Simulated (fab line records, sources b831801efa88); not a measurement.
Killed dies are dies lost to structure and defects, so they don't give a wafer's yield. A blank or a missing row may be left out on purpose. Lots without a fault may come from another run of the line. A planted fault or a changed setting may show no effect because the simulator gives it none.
Which tool did it? | flow gf180mcu | 13 lots, 39 wafers sampled, at 4 steps of a route of 602

WHAT THE GAUGES READ, wafer by wafer
GF_V1_CD_MEAS_14: target cd 260 nm.
lot  | measured     | on        | cd_nm (nm)
L676 | day 18 04:58 | cd_sem-01 | 259.7 259.6 259.7
L678 | day 19 01:11 | cd_sem-01 | 260.3 260.4 260.2
L679 | day 19 17:19 | cd_sem-01 | 261.7 259.3 260.2
L680 | day 20 01:45 | cd_sem-01 | 260.3 259.8 259.7
L681 | day 20 09:42 | cd_sem-01 | 260.8 260.5 260.1
L686 | day 22 09:43 | cd_sem-02 | 258.9 257.9 259.2
L687 | day 22 13:31 | cd_sem-02 | 261.6 260.9 261.9
L691 | day 24 00:10 | cd_sem-02 | 258.2 259.4 259.5
L692 | day 24 14:31 | cd_sem-01 | 258.3 257.5 259.4
L693 | day 24 17:19 | cd_sem-01 | 260.5 260.1 261.1
L694 | day 24 22:17 | cd_sem-02 | 259.3 258.6 259.8
L696 | day 25 09:07 | cd_sem-02 | 262.4 261.9 261.4
L697 | day 25 21:56 | cd_sem-02 | 260.5 261.7 260.8

GF_M2_OVL_MEAS_15.
lot  | measured     | on         | M2_OVL (nm)
L676 | day 19 06:27 | overlay-02 | 0 -5 -1
L678 | day 20 03:11 | overlay-01 | -12 -12 0
L679 | day 20 19:21 | overlay-01 | -4 -3 5
L680 | day 21 03:10 | overlay-02 | -3 -3 -7
L681 | day 21 10:56 | overlay-01 | -2 -1 -2
L686 | day 23 09:53 | overlay-02 | 2 -5 -6
L687 | day 23 14:05 | overlay-01 | 1 -8 -8
L691 | day 25 00:20 | overlay-01 | 0 -2 -6
L692 | day 25 14:15 | overlay-01 | -10 -17 -10
L693 | day 25 16:40 | overlay-02 | -3 -6 -8
L694 | day 26 00:01 | overlay-02 | -7 -3 -9
L696 | day 26 08:16 | overlay-02 | -4 -6 -7
L697 | day 26 20:28 | overlay-01 | 1 -10 2

WHICH TOOL RAN EACH LOT (tool, then ch and the chambers of the sampled wafers, then the start)
lot  | GF_M1_STRIP_17                       | GF_M2_SPUTTER_02
L676 | plasma_asher-04 ch 0, day 17 04:19   | pvd_sputter-01, day 18 06:35
L678 | plasma_asher-04 ch 0,1, day 17 23:50 | pvd_sputter-01, day 19 02:49
L679 | plasma_asher-03 ch 0,1, day 18 15:37 | pvd_sputter-04, day 19 18:56
L680 | plasma_asher-04 ch 0,1, day 18 23:50 | pvd_sputter-03, day 20 03:23
L681 | plasma_asher-04 ch 0,1, day 19 08:02 | pvd_sputter-04, day 20 11:22
L686 | plasma_asher-04 ch 0,1, day 21 09:03 | pvd_sputter-01, day 22 11:27
L687 | plasma_asher-03 ch 0,1, day 21 13:09 | pvd_sputter-03, day 22 15:08
L691 | plasma_asher-04 ch 0,1, day 23 00:08 | pvd_sputter-01, day 24 01:51
L692 | plasma_asher-03 ch 1, day 23 14:46   | pvd_sputter-04, day 24 16:08
L693 | plasma_asher-03 ch 0,1, day 23 18:45 | pvd_sputter-01, day 24 18:57
L694 | plasma_asher-03 ch 0,1, day 23 22:53 | pvd_sputter-04, day 25 02:23
L696 | plasma_asher-04 ch 0,1, day 24 11:17 | pvd_sputter-01, day 25 10:51
L697 | plasma_asher-02 ch 0,1, day 24 20:17 | pvd_sputter-03, day 25 23:37
- GF_M1_STRIP_17: strips in O2/N2.
- GF_M2_SPUTTER_02: material AlCu, target thk 450 nm, time 23.9 s.

WHAT THE TOOLS THEMSELVES READ (means of the sampled wafers that have a number; where no wafer has one, the mark that the record gives instead)
GF_M1_STRIP_17.
lot  | tool            | chamber_pressure_mTorr (mTorr) | drypump_motor_current_A (A) | heater_power_w (W) | oes_product_au (a.u.) | strip_time_to_endpoint_s (s)
L676 | plasma_asher-04 | 1500.4                         | 5.8                         | 422                | 0.541                 | 7.46
L678 | plasma_asher-04 | 1501.4                         | 5.8                         | 376                | 0.542                 | 7.41
L679 | plasma_asher-03 | 1501.3                         | 6.5                         | 289                | 0.542                 | 7.44
L680 | plasma_asher-04 | 1499.8                         | 5.8                         | 380                | 0.543                 | 7.43
L681 | plasma_asher-04 | 1500.2                         | 5.9                         | 336                | 0.537                 | 7.33
L686 | plasma_asher-04 | -                              | -                           | -                  | -                     | -
L687 | plasma_asher-03 | -                              | -                           | -                  | -                     | -
L691 | plasma_asher-04 | 1500.8                         | 5.8                         | 390                | 0.544                 | 7.44
L692 | plasma_asher-03 | 1500.0                         | 6.6                         | 299                | 0.537                 | 7.34
L693 | plasma_asher-03 | 1499.0                         | 6.5                         | 297                | 0.537                 | 7.44
L694 | plasma_asher-03 | 1499.2                         | 6.5                         | 290                | 0.533                 | 7.39
L696 | plasma_asher-04 | 1499.7                         | 5.9                         | 338                | 0.539                 | 7.38
L697 | plasma_asher-02 | 1500.7                         | 5.8                         | 340                | 0.533                 | 7.41

GF_M2_SPUTTER_02.
lot  | tool           | throttle_valve_pct (%)
L676 | pvd_sputter-01 | 30.0
L678 | pvd_sputter-01 | 30.5
L679 | pvd_sputter-04 | 29.1
L680 | pvd_sputter-03 | 29.7
L681 | pvd_sputter-04 | 29.4
L686 | pvd_sputter-01 | 30.3
L687 | pvd_sputter-03 | 29.1
L691 | pvd_sputter-01 | 30.2
L692 | pvd_sputter-04 | 28.9
L693 | pvd_sputter-01 | 30.4
L694 | pvd_sputter-04 | 29.4
L696 | pvd_sputter-01 | 30.0
L697 | pvd_sputter-03 | 29.1

THE ANSWER, worked out from the rows above alone
Rule: what is usual is taken from the lots themselves. Put in order of their means at a reading, lots are off if they are a third of the lots or fewer, leave a main group of 4 or more, and stand apart from it by a gap of 3 or more times the standard deviation of the main group's means; of several such gaps the widest counts. A main group whose means are all the same, to the digits that the tables above print for the reading, isn't used. A lot without any number at a reading at which 4 lots or more have one is off too. The other lots that the step has rows for count as sound. The gauges are gone through in route order, then the tools' own readings, and for those a lot's mean is taken as printed above. The first step at which some lot is off is used, and at that step the reading that is off furthest; a lot without a number counts as furthest.
Off: L686, L687, at GF_M1_STRIP_17 (chamber_pressure_mTorr). Without a number there: L686, L687. The main group: mean 1500.2 mTorr, standard deviation 0.75.
A tool fits if, at that step or a process step before it, it ran every lot that is off, and no sound lot after the first of them. None of those tried fits.

WHAT THE SIMULATOR HAD PUT IN
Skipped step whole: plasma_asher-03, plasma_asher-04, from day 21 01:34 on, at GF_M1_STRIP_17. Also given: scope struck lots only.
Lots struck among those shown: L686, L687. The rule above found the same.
